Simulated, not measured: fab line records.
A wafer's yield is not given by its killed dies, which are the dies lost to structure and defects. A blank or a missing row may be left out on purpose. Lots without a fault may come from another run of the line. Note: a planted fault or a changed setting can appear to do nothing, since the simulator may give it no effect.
Which of the tools did it? | flow gf180mcu | 12 lots, 36 wafers sampled, at 1 step of a route of 602

## WHAT THE GAUGES SHOWED, per wafer
GF_VT_IMPLANT_OVL_MEAS_29.
lot  | measured     | on         | VT_IMPLANT_02_OVL (nm)
L075 | day 7 04:22  | overlay-02 | 0.7 0.2 0.3
L077 | day 7 14:12  | overlay-01 | 3.3 2.2 0.3
L079 | day 8 03:54  | overlay-02 | -0.4 -0.9 0.3
L081 | day 8 18:52  | overlay-02 | -0.8 -1.8 -1.3
L083 | day 9 07:21  | overlay-02 | -1.6 -2.1 -0.7
L085 | day 9 17:56  | overlay-01 | -1.1 -0.9 -0.8
L087 | day 10 12:57 | overlay-01 | 1.0 -0.2 -0.4
L089 | day 11 01:39 | overlay-01 | -0.6 0.7 0.4
L091 | day 11 14:52 | overlay-01 | 0.1 0.1 -0.1
L093 | day 12 03:24 | overlay-01 | -0.1 -0.2 -0.3
L095 | day 12 12:42 | overlay-02 | 1.7 2.9 1.6
L097 | day 13 05:24 | overlay-01 | 0.5 0.0 1.4

## WHICH TOOL RAN EACH LOT (tool, then ch and the chambers of the sampled wafers, then the start)
There is no process step in the record ahead of these readings.

## THE ANSWER, worked out from the rows above alone
Rule: what is usual is taken from the lots themselves. The widest of any qualifying gaps counts: lots, ordered by their means at a reading, are off when they make up no more than a third of the lots, leave a main group of 4 or more, and stand apart from it by 3 or more times the standard deviation of that group's means. The tables above print the reading to a certain number of digits; a main group whose means all agree to those digits is not used. Also off: a lot with no number at a reading for which 4 or more lots have one. Where the step has rows for the other lots, those lots are counted as sound.
None of the lots is off at any reading shown; this tells nothing.

## WHAT HAD BEEN PUT IN BY THE SIMULATOR
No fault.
